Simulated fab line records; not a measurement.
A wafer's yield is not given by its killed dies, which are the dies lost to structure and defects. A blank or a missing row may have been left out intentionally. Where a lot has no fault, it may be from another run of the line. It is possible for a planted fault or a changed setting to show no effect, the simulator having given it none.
fab line records | flow sky130
[record] lots = 6 | wafers = 18 | last-day = 50
route steps=708 shown VT_ADJUST_LVTN@116 VT_ADJUST_NCORE@119 PAD_OPEN@708
lots that met no fault: from a run of the same line without faults
start-h: hours from the record's first day to the start of the lot's first wafer shown | wait-h: hours from the lot's prior step to this one | " identical to the entry in the row above | L1.1+2: a single row standing in for several wafers | - no value, or no start given | * or withheld: withheld | < > ~ a bound
route shown NAME@n: NAME is a module with steps in the file, n the number in the route of the first one | usual: mean and standard deviation over wafers with no fault | same: alike in all rows | chamber/n: place in a boat | sites: each site's reading | _std_site: their standard deviation | _edge_site: the outer-site mean with the inner-site mean subtracted | radius-mm: for every site, how far away it sits from the centre of the wafer | mask NAME#n: copy n | behind: the last tool/chamber to shape the wafer | hold: reason for holding the lot/hours on hold/outcome of the hold | device: the n, p or np transistor that did not switch | end of line: at the end of the route, the tests of the same wafers | a step without rows: its recipe alone | killed: not the wafer's yield, but the dies lost to structure and defects at the first sort | map: shows each die of a wafer: x if killed, . if not, _ if none is there
set.NAME: the run value of the setting; set.NAME@STEP: its run value at that earlier step | model.NAME: the simulator's own value behind a step, which no gauge read
a table for each step, a row for each wafer; lots at some steps of the route
services: a tool's chamber out of use, with start hour (start-h, from the record's first day; less than 0 if before it), hours out, and reason
[[steps]]
[step SKY_VT_ADJUST_LVTN_IMPLANT_19]
[recipe] species = B | energy-kev = 30 | dose-cm2 = 6.5e+11 | tilt-deg = withheld
[step SKY_VT_ADJUST_LVTN_STRIP_20]
[recipe] chemistry = O2/N2 | power-w = 1400 | pressure-mtorr = 1500 | platen-temp-c = withheld | o2-flow-sccm = 3000 | n2-flow-sccm = 300 | overash-fraction = 0.5
[usual] drypump-motor-current-A = 5.7/0.47 | oes-product-au = 0.716/0.0048 | strip-time-to-endpoint-s = 14.17/0.046
lot.wafer | tool            | chamber | start-h | wait-h | drypump-motor-current-A | oes-product-au | rf-hours-counter-h | strip-time-to-endpoint-s
L632.2    | plasma-asher-01 | 1       | 163.19  | 0.1    | 5.5                     | 0.713          | 48                 | 14.15
L632.3    | "               | 1       | "       | "      | 5.5                     | 0.721          | -                  | 14.13
L632.6    | "               | 1       | "       | "      | 5.5                     | 0.719          | -                  | 14.21
L633.1    | plasma-asher-01 | 0       | 176.33  | 0.1    | 5.0                     | 0.721          | 48                 | 14.19
L633.3    | "               | 0       | "       | "      | 4.9                     | 0.721          | -                  | 14.18
L633.4    | "               | 1       | "       | "      | 5.5                     | 0.715          | -                  | 14.17
L639.1    | plasma-asher-04 | 1       | 216.99  | 0.1    | 5.4                     | 0.714          | 37                 | 14.23
L639.2    | "               | 0       | "       | "      | 6.4                     | 0.715          | 37                 | 14.21
L639.6    | "               | 0       | "       | "      | 6.3                     | 0.715          | -                  | 14.23
L650.1    | plasma-asher-04 | 1       | 288.43  | 0.1    | 5.5                     | 0.719          | 44                 | 14.07
L650.4    | "               | 0       | "       | "      | 6.3                     | 0.721          | -                  | 14.12
L650.5    | "               | 0       | "       | "      | 6.3                     | 0.718          | -                  | 14.10
L651.4    | plasma-asher-04 | 0       | 297.77  | 0.1    | 6.3                     | 0.720          | -                  | 14.20
L651.5    | "               | 1       | "       | "      | 5.4                     | 0.724          | -                  | 14.23
L651.6    | "               | 0       | "       | "      | 6.3                     | 0.703          | -                  | 14.22
L654.2    | plasma-asher-02 | 0       | 319.53  | 0.1    | 6.2                     | 0.713          | 66                 | 14.22
L654.5    | "               | 0       | "       | "      | 6.2                     | 0.718          | -                  | 14.14
L654.6    | "               | 1       | "       | "      | 5.8                     | 0.718          | -                  | 14.19
[step SKY_VT_ADJUST_LVTN_TW_MEAS_21]
[usual] VT_ADJUST_LVTN_2_TW = 187.5/0.85
lot.wafer | tool          | chamber | start-h | wait-h | VT_ADJUST_LVTN_2_TW
L632.2    | film-metro-03 | -       | 163.30  | 0.1    | 186.5
L632.3    | "             | -       | "       | "      | 186.5
L632.6    | "             | -       | "       | "      | 187.0
L633.1    | film-metro-04 | -       | 176.43  | 0.1    | 187.6
L633.3    | "             | -       | "       | "      | 188.2
L633.4    | "             | -       | "       | "      | 187.9
L639.1    | film-metro-04 | -       | 217.09  | 0.1    | 188.0
L639.2    | "             | -       | "       | "      | 188.2
L639.6    | "             | -       | "       | "      | 187.9
L650.1    | film-metro-03 | -       | 288.53  | 0.1    | 185.7
L650.4    | "             | -       | "       | "      | 186.9
L650.5    | "             | -       | "       | "      | 186.9
L651.4    | film-metro-01 | -       | 297.87  | 0.1    | 188.8
L651.5    | "             | -       | "       | "      | 188.5
L651.6    | "             | -       | "       | "      | 189.1
L654.2    | film-metro-03 | -       | 319.64  | 0.1    | 188.3
L654.5    | "             | -       | "       | "      | 187.5
L654.6    | "             | -       | "       | "      | 187.0
[step SKY_VT_ADJUST_NCORE_DEHYDRATE_00]
[recipe] temp-c = 200 | time-s = 60
[step SKY_VT_ADJUST_NCORE_HMDS_01]
[recipe] prime-time-s = 60 | prime-temp-c = 120
[step SKY_VT_ADJUST_NCORE_COAT_02]
[recipe] resist = NOVOLAK | spin-rpm = 3000 | resist-thk-nm = 1140
[step SKY_VT_ADJUST_NCORE_SOFTBAKE_03]
[recipe] temp-c = 88.84 | time-s = 60 | resist = NOVOLAK
[step SKY_VT_ADJUST_NCORE_EXPOSE_04]
[recipe] mask-id = LVTN_COMPLEMENT_THIN | na = 0.6 | source-shape = conventional | sigma-outer = 0.6 | polarization = unpolarized | target-cd-nm = 380 | dose-mj = 139
[step SKY_VT_ADJUST_NCORE_PEB_05]
[recipe] temp-c = withheld | time-s = * | resist = NOVOLAK
[step SKY_VT_ADJUST_NCORE_DEVELOP_06]
[recipe] resist = NOVOLAK | developer = TMAH | develop-time-s = 60 | dev-temp-c = 23
[step SKY_VT_ADJUST_NCORE_CD_MEAS_07]
[recipe] target-cd-nm = 380
[usual] cd-nm = 380.0/2.2
lot.wafer | tool      | chamber | start-h | wait-h | cd-nm
L632.2    | cd-sem-02 | -       | 184.63  | 0.1    | 380.8
L632.3    | "         | -       | "       | "      | 379.2
L632.6    | "         | -       | "       | "      | 383.9
L633.1    | cd-sem-01 | -       | 197.91  | 0.1    | 384.7
L633.3    | "         | -       | "       | "      | 380.1
L633.4    | "         | -       | "       | "      | 380.5
L639.1    | cd-sem-02 | -       | 239.76  | 0.1    | 383.0
L639.2    | "         | -       | "       | "      | 382.2
L639.6    | "         | -       | "       | "      | 382.8
L650.1    | cd-sem-02 | -       | 313.96  | 0.1    | 381.1
L650.4    | "         | -       | "       | "      | 381.6
L650.5    | "         | -       | "       | "      | 379.3
L651.4    | cd-sem-02 | -       | 323.77  | 0.1    | 379.2
L651.5    | "         | -       | "       | "      | 379.5
L651.6    | "         | -       | "       | "      | 379.4
L654.2    | cd-sem-02 | -       | 345.88  | 0.1    | 379.9
L654.5    | "         | -       | "       | "      | 377.5
L654.6    | "         | -       | "       | "      | 379.3
[step SKY_VT_ADJUST_NCORE_OVL_MEAS_08]
[usual] VT_ADJUST_NCORE_OVL = 0.3/1.4
lot.wafer | tool       | chamber | start-h | wait-h | VT_ADJUST_NCORE_OVL[nm]
L632.2    | overlay-01 | -       | 184.74  | 0.1    | 3.0
L632.3    | "          | -       | "       | "      | 1.3
L632.6    | "          | -       | "       | "      | 0.9
L633.1    | overlay-01 | -       | 198.03  | 0.1    | 0.5
L633.3    | "          | -       | "       | "      | 0.0
L633.4    | "          | -       | "       | "      | 1.3
L639.1    | overlay-02 | -       | 239.88  | 0.1    | 2.3
L639.2    | "          | -       | "       | "      | 2.5
L639.6    | "          | -       | "       | "      | 1.8
L650.1    | overlay-01 | -       | 314.08  | 0.1    | -1.7
L650.4    | "          | -       | "       | "      | -1.5
L650.5    | "          | -       | "       | "      | -2.7
L651.4    | overlay-01 | -       | 323.85  | 0.1    | 0.9
L651.5    | "          | -       | "       | "      | -0.6
L651.6    | "          | -       | "       | "      | 0.5
L654.2    | overlay-02 | -       | 345.99  | 0.1    | 2.1
L654.5    | "          | -       | "       | "      | 2.5
L654.6    | "          | -       | "       | "      | 3.1
[step SKY_VT_ADJUST_NCORE_IMPLANT_09]
[recipe] species = B | energy-kev = 10 | dose-cm2 = 2.4e+12 | tilt-deg = withheld
[usual] dose-ions-cm2 = 2.3999e+12/2.8e+09 | faraday-current-uA = 13.53/0.28
lot.wafer | tool         | chamber | start-h | wait-h | dose-ions-cm2 | faraday-current-uA
L632.2    | implanter-02 | 0       | 184.79  | 0.0    | 2.3978e+12    | 13.68
L632.3    | "            | 0       | "       | "      | 2.398e+12     | 13.58
L632.6    | "            | 0       | "       | "      | 2.3958e+12    | 13.54
L633.1    | implanter-04 | 0       | 198.07  | 0.0    | 2.4038e+12    | 14.05
L633.3    | "            | 0       | "       | "      | 2.4011e+12    | 13.20
L633.4    | "            | 0       | "       | "      | 2.4008e+12    | 13.62
L639.1    | implanter-01 | 0       | 239.92  | 0.0    | 2.3999e+12    | 13.60
L639.2    | "            | 0       | "       | "      | 2.4026e+12    | 13.66
L639.6    | "            | 0       | "       | "      | 2.3998e+12    | 13.75
L650.1    | implanter-04 | 0       | 314.12  | 0.0    | 2.623e+12     | 14.65
L650.4    | "            | 0       | "       | "      | 2.6212e+12    | 15.27
L650.5    | "            | 0       | "       | "      | 2.626e+12     | 15.05
L651.4    | implanter-04 | 0       | 323.94  | 0.1    | 2.6325e+12    | 14.43
L651.5    | "            | 0       | "       | "      | 2.6277e+12    | 14.67
L651.6    | "            | 0       | "       | "      | 2.6257e+12    | 15.04
L654.2    | implanter-02 | 0       | 346.04  | 0.0    | 2.3957e+12    | 13.00
L654.5    | "            | 0       | "       | "      | 2.3959e+12    | 13.58
L654.6    | "            | 0       | "       | "      | 2.3975e+12    | 13.49
[step SKY_VT_ADJUST_NCORE_STRIP_10]
[recipe] chemistry = O2/N2 | power-w = 1400 | pressure-mtorr = 1500 | platen-temp-c = withheld | o2-flow-sccm = 3000 | n2-flow-sccm = 300 | overash-fraction = 0.5
[usual] drypump-motor-current-A = 5.4/0.52 | oes-product-au = 0.716/0.0045 | strip-time-to-endpoint-s = 14.18/0.041
lot.wafer | tool            | chamber | start-h | wait-h | drypump-motor-current-A | oes-product-au | rf-hours-counter-h | strip-time-to-endpoint-s
L632.2    | plasma-asher-04 | 1       | 184.92  | 0.1    | 5.4                     | 0.717          | 36                 | 14.17
L632.3    | "               | 0       | "       | "      | 6.4                     | 0.712          | -                  | 14.17
L632.6    | "               | 0       | "       | "      | 6.3                     | 0.719          | -                  | 14.19
L633.1    | plasma-asher-01 | 1       | 198.22  | 0.1    | 5.5                     | 0.719          | 51                 | 14.14
L633.3    | "               | 1       | "       | "      | 5.5                     | 0.716          | -                  | 14.12
L633.4    | "               | 0       | "       | "      | 5.0                     | 0.716          | -                  | 14.18
L639.1    | plasma-asher-01 | 1       | 240.07  | 0.1    | 5.5                     | 0.708          | 55                 | 14.18
L639.2    | "               | 0       | "       | "      | 4.9                     | 0.716          | 55                 | 14.15
L639.6    | "               | 1       | "       | "      | 5.5                     | 0.711          | -                  | 14.19
L650.1    | plasma-asher-03 | 0       | 314.27  | 0.1    | 5.7                     | 0.711          | 19                 | 14.21
L650.4    | "               | 0       | "       | "      | 5.7                     | 0.713          | -                  | 14.17
L650.5    | "               | 1       | "       | "      | 4.7                     | 0.720          | -                  | 14.21
L651.4    | plasma-asher-03 | 1       | 324.05  | 0.1    | 4.6                     | 0.720          | -                  | 14.20
L651.5    | "               | 1       | "       | "      | 4.6                     | 0.712          | -                  | 14.19
L651.6    | "               | 0       | "       | "      | 5.7                     | 0.715          | -                  | 14.20
L654.2    | plasma-asher-01 | 0       | 346.17  | 0.1    | 4.9                     | 0.713          | 65                 | 14.21
L654.5    | "               | 0       | "       | "      | 5.0                     | 0.719          | -                  | 14.28
L654.6    | "               | 1       | "       | "      | 5.5                     | 0.717          | -                  | 14.21
[step SKY_PAD_OPEN_PROBE_99]
[usual] killed_at_M0_to_M3 = 43/6.9 | killed_at_M4_up = 3.2/2 | killed-at-contacts = 25/5.1 | killed-at-front-end = 15/4.5 | killed-at-other = 0.2/0.51 | killed-dies = 85/9.5 | killed-open = 48/6.9 | killed-short = 38/6.7
[same] gross-dies = 492 | killed-at-back-side = 0
lot.wafer | tool      | chamber | start-h | wait-h | killed_at_M0_to_M3 | killed_at_M4_up | killed-at-contacts | killed-at-front-end | killed-at-other | killed-dies | killed-open | killed-short | model.etest.nfet_16v.r-on-ohm-um | model.etest.pfet-g5v0d10v5.r-on-ohm-um | model.etest.res-pwell-under-gate.rs-ohm-sq | model.etest.pfet-g5v0d10v5.drive-ua-um | model.etest.pfet_16v.drive-ua-um | model.etest.pfet-g5v0d10v5.off-log10-a-um | model.etest.pfet-g5v0d10v5.vt-sat-v | model.etest.pfet_16v.vt-v
L632.2    | prober-01 | -       | 1075.98 | 0.1    | 43                 | 1               | 26                 | 8                   | 0               | 78          | 51          | 27           | 1.392e+04                        | 4864                                   | 2268                                       | 330.7                                  | 244.5                            | -13.07                                    | -0.6964                             | -1.124
L632.3    | prober-01 | -       | 1076.03 | 0.2    | 37                 | 3               | 16                 | 25                  | 0               | 81          | 40          | 41           | 1.391e+04                        | 4892                                   | 2258                                       | 332.1                                  | 246.5                            | -13.11                                    | -0.6988                             | -1.135
L632.6    | prober-01 | -       | 1076.18 | 0.2    | 42                 | 3               | 19                 | 10                  | 2               | 76          | 43          | 33           | 1.389e+04                        | 4812                                   | 2284                                       | 333.9                                  | 246.5                            | -12.99                                    | -0.6772                             | -1.13
L633.1    | prober-02 | -       | 1087.82 | 0.1    | 33                 | 1               | 18                 | 10                  | 0               | 62          | 38          | 24           | 1.39e+04                         | 4762                                   | 2283                                       | 340.8                                  | 245                              | -12.83                                    | -0.6614                             | -1.104
L633.3    | prober-02 | -       | 1087.92 | 0.2    | 30                 | 4               | 22                 | 17                  | 0               | 73          | 42          | 31           | 1.385e+04                        | 4723                                   | 2265                                       | 346.6                                  | 248.3                            | -12.81                                    | -0.6468                             | -1.104
L633.4    | prober-02 | -       | 1087.97 | 0.2    | 44                 | 2               | 27                 | 14                  | 0               | 87          | 42          | 45           | 1.393e+04                        | 4750                                   | 2279                                       | 342.3                                  | 246.5                            | -12.7                                     | -0.6522                             | -1.097
L639.1    | prober-02 | -       | 1124.05 | 0.1    | 48                 | 0               | 26                 | 10                  | 0               | 84          | 54          | 30           | 1.422e+04                        | 4732                                   | 2285                                       | 337.7                                  | 242.7                            | -12.59                                    | -0.6305                             | -1.103
L639.2    | prober-02 | -       | 1124.10 | 0.1    | 48                 | 5               | 20                 | 18                  | 0               | 91          | 53          | 38           | 1.425e+04                        | 4730                                   | 2273                                       | 333.6                                  | 246.7                            | -12.76                                    | -0.6662                             | -1.106
L639.6    | prober-02 | -       | 1124.30 | 0.2    | 44                 | 5               | 17                 | 9                   | 0               | 75          | 49          | 26           | 1.43e+04                         | 4847                                   | 2262                                       | 334.9                                  | 244.2                            | -12.82                                    | -0.6505                             | -1.113
L650.1    | prober-01 | -       | 1177.96 | 0.1    | 44                 | 6               | 23                 | 10                  | 0               | 83          | 36          | 47           | 1.464e+04                        | 4662                                   | 2248                                       | 356.5                                  | 252.7                            | -11.17                                    | -0.4869                             | -0.9774
L650.4    | prober-01 | -       | 1178.11 | 0.2    | 33                 | 5               | 24                 | 9                   | 0               | 71          | 34          | 37           | 1.471e+04                        | 4694                                   | 2235                                       | 348.8                                  | 252.9                            | -11.26                                    | -0.5218                             | -0.9925
L650.5    | prober-01 | -       | 1178.16 | 0.2    | 46                 | 8               | 27                 | 12                  | 0               | 93          | 51          | 42           | 1.442e+04                        | 4620                                   | 2250                                       | 350.5                                  | 255.8                            | -11.41                                    | -0.5165                             | -0.9855
L651.4    | prober-02 | -       | 1183.52 | 0.2    | 39                 | 2               | 30                 | 15                  | 0               | 86          | 59          | 27           | 1.429e+04                        | 4753                                   | 2264                                       | 338.4                                  | 251.7                            | -11.84                                    | -0.5571                             | -1.007
L651.5    | prober-02 | -       | 1183.57 | 0.2    | 56                 | 3               | 17                 | 13                  | 0               | 89          | 47          | 42           | 1.434e+04                        | 4748                                   | 2262                                       | 341.1                                  | 253.3                            | -11.58                                    | -0.5469                             | -1.007
L651.6    | prober-02 | -       | 1183.62 | 0.2    | 50                 | 6               | 26                 | 10                  | 0               | 92          | 41          | 51           | 1.415e+04                        | 4624                                   | 2265                                       | 350.3                                  | 256.1                            | -11.71                                    | -0.552                              | -0.9993
L654.2    | prober-01 | -       | 1194.63 | 0.1    | 43                 | 4               | 24                 | 9                   | 1               | 81          | 53          | 28           | 1.401e+04                        | 4702                                   | 2288                                       | 347.2                                  | 243.2                            | -12.6                                     | -0.6306                             | -1.101
L654.5    | prober-01 | -       | 1194.78 | 0.2    | 37                 | 3               | 27                 | 16                  | 1               | 84          | 47          | 37           | 1.393e+04                        | 4725                                   | 2289                                       | 346.2                                  | 242.9                            | -12.55                                    | -0.6331                             | -1.091
L654.6    | prober-01 | -       | 1194.83 | 0.2    | 46                 | 2               | 26                 | 22                  | 0               | 96          | 48          | 48           | 1.387e+04                        | 4676                                   | 2283                                       | 345.7                                  | 245.7                            | -12.56                                    | -0.6234                             | -1.084
// killed by level:class
L632.2 VIA1:geometric-particle:open=12 CONTACT:geometric-particle:open=10 LI_CONTACT:geometric-particle:open=8 VIA3:geometric-particle:open=8 VIA2:geometric-particle:open=6 METAL1:geometric-particle:short=5 METAL2:geometric-particle:short=5 POLY_GATE:geometric-particle:open=3
L632.3 VIA1:geometric-particle:open=11 FIELD_ISO:geometric-particle:short=6 POLY_GATE:geometric-particle:short=6 FIELD_ISO:geometric-particle:open=5 POLY_GATE:geometric-particle:open=5 CONTACT:geometric-particle:open=5 VIA2:geometric-particle:open=5 METAL2:geometric-particle:short=4
L632.6 VIA1:geometric-particle:open=10 METAL1:geometric-particle:short=7 VIA2:geometric-particle:open=7 CONTACT:geometric-particle:open=6 LI_CONTACT:geometric-particle:open=5 LOCAL_INTERCONNECT:geometric-particle:short=4 VIA1:geometric-particle:short=3 METAL2:geometric-particle:short=3
L633.1 CONTACT:geometric-particle:open=9 VIA2:geometric-particle:open=9 FIELD_ISO:geometric-particle:open=4 METAL1:geometric-particle:short=4 VIA1:geometric-particle:open=4 METAL2:geometric-particle:open=4 VIA3:geometric-particle:open=4 LI_CONTACT:geometric-particle:short=3
L633.3 CONTACT:geometric-particle:open=11 VIA3:geometric-particle:open=9 VIA2:geometric-particle:open=6 FIELD_ISO:geometric-particle:short=5 VIA1:geometric-particle:open=5 POLY_GATE:geometric-particle:short=4 LI_CONTACT:geometric-particle:short=3 LI_CONTACT:geometric-particle:open=3
L633.4 CONTACT:geometric-particle:open=9 METAL1:geometric-particle:short=9 VIA1:geometric-particle:open=7 VIA3:geometric-particle:open=6 VIA2:geometric-particle:open=6 FIELD_ISO:geometric-particle:short=5 POLY_GATE:geometric-particle:short=5 LI_CONTACT:geometric-particle:open=5
L639.1 CONTACT:geometric-particle:open=11 VIA3:geometric-particle:open=11 VIA1:geometric-particle:open=10 LI_CONTACT:geometric-particle:open=7 VIA2:geometric-particle:open=6 METAL1:geometric-particle:short=5 FIELD_ISO:geometric-particle:short=4 METAL2:geometric-particle:short=3
L639.2 VIA3:geometric-particle:open=11 VIA1:geometric-particle:open=10 LI_CONTACT:geometric-particle:open=7 POLY_GATE:geometric-particle:short=6 VIA1:geometric-particle:short=6 METAL2:geometric-particle:short=5 CONTACT:geometric-particle:open=5 METAL1:geometric-particle:short=5
L639.6 VIA1:geometric-particle:open=14 LI_CONTACT:geometric-particle:open=6 METAL2:geometric-particle:short=6 SPACER:geometric-particle:open=5 CONTACT:geometric-particle:open=5 METAL2:geometric-particle:open=5 VIA2:geometric-particle:open=5 VIA3:geometric-particle:open=4
L650.1 CONTACT:geometric-particle:short=8 METAL1:geometric-particle:short=8 METAL2:geometric-particle:short=7 VIA3:geometric-particle:open=7 VIA1:geometric-particle:open=6 VIA2:geometric-particle:open=6 LOCAL_INTERCONNECT:geometric-particle:short=5 POLY_GATE:geometric-particle:short=4
L650.4 CONTACT:geometric-particle:short=7 CONTACT:geometric-particle:open=7 VIA3:geometric-particle:open=6 METAL2:geometric-particle:short=5 LI_CONTACT:geometric-particle:open=4 METAL1:geometric-particle:short=4 VIA1:geometric-particle:open=4 VIA2:geometric-particle:open=4
L650.5 CONTACT:geometric-particle:open=14 VIA1:geometric-particle:open=11 VIA2:geometric-particle:open=8 VIA3:geometric-particle:open=6 METAL4:geometric-particle:short=6 POLY_GATE:geometric-particle:short=5 LI_CONTACT:geometric-particle:open=5 METAL2:geometric-particle:short=5
L651.4 CONTACT:geometric-particle:open=16 VIA1:geometric-particle:open=12 LI_CONTACT:geometric-particle:open=6 VIA2:geometric-particle:open=6 FIELD_ISO:geometric-particle:open=5 VIA3:geometric-particle:open=5 LOCAL_INTERCONNECT:geometric-particle:short=4 CONTACT:geometric-particle:short=4
L651.5 VIA1:geometric-particle:open=17 METAL2:geometric-particle:short=8 VIA3:geometric-particle:open=8 LI_CONTACT:geometric-particle:open=5 VIA3:geometric-particle:short=5 CONTACT:geometric-particle:open=5 METAL1:geometric-particle:short=5 VIA1:geometric-particle:short=5
L651.6 VIA3:geometric-particle:open=8 CONTACT:geometric-particle:open=7 VIA1:geometric-particle:short=7 CONTACT:geometric-particle:short=7 VIA2:geometric-particle:open=7 LI_CONTACT:geometric-particle:open=6 METAL2:geometric-particle:short=6 VIA3:geometric-particle:short=6
L654.2 CONTACT:geometric-particle:open=15 VIA1:geometric-particle:open=10 VIA3:geometric-particle:open=7 METAL1:geometric-particle:short=4 METAL1:geometric-particle:open=4 VIA1:geometric-particle:short=4 POLY_GATE:geometric-particle:open=3 LI_CONTACT:geometric-particle:open=3
L654.5 LI_CONTACT:geometric-particle:open=8 VIA1:geometric-particle:open=8 VIA3:geometric-particle:open=8 FIELD_ISO:geometric-particle:short=5 CONTACT:geometric-particle:open=5 LI_CONTACT:geometric-particle:short=5 FIELD_ISO:geometric-particle:open=4 METAL2:geometric-particle:short=4
L654.6 LI_CONTACT:geometric-particle:open=10 VIA2:geometric-particle:open=10 METAL1:geometric-particle:short=8 VIA1:geometric-particle:open=7 CONTACT:geometric-particle:short=7 METAL2:geometric-particle:short=7 FIELD_ISO:geometric-particle:short=6 FIELD_ISO:geometric-particle:open=5
[[services]]
tool            | chamber | start-h | hours | kind
implanter-04    | -       | 160.68  | 4.0   | repair
implanter-01    | -       | 184.77  | 6.7   | repair
implanter-02    | -       | 190.07  | 6.4   | pm
plasma-asher-04 | -       | 197.58  | 12.7  | repair
implanter-04    | -       | 200.25  | 2.2   | repair
plasma-asher-01 | -       | 207.45  | 2.7   | repair
plasma-asher-03 | -       | 265.75  | 1.4   | repair
implanter-01    | -       | 277.30  | 1.6   | repair
plasma-asher-04 | -       | 295.52  | 1.5   | repair
implanter-04    | -       | 307.20  | 4.0   | pm
implanter-01    | -       | 311.24  | 13.7  | repair
plasma-asher-03 | -       | 314.61  | 1.6   | repair
[[key]]
[first-sign] step = SKY_VT_ADJUST_NCORE_IMPLANT_09 | reading = dose-ions-cm2 | direction = up | sigmas = 80 | usual = * | struck = *
[effect] step = SKY_VT_ADJUST_NCORE_IMPLANT_09 | reading = faraday-current-uA | direction = up | sigmas = 4.7 | usual = 13.53 | struck = 14.85
[model-effect] step = SKY_PAD_OPEN_PROBE_99 | value = etest.nfet_16v.r-on-ohm-um | without = 1.402e+04 | struck = 1.442e+04
met-at SKY_VT_ADJUST_NCORE_IMPLANT_09
struck-wafers L650.1,L650.4,L650.5,L651.4,L651.5,L651.6
tester-left-out L650,L651
onset-between 198.07 314.12
[fault] kind = process-parameter-drift | tool = implanter-04 | chamber = - | onset-h = 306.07 | steps = SKY_VT_ADJUST_NCORE_IMPLANT_09 | channel = dose-cm2 | offset = * | shape = step | end-h = 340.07 | acts-in = * | stated = *
// tester-left-out: of these lots the tester's yield and bins aren't shown, on N5 and GAA mostly nor the transistor test; their killed dies are dies lost to structure and defects alone, not to doping, threshold or leakage, so they don't give the yield
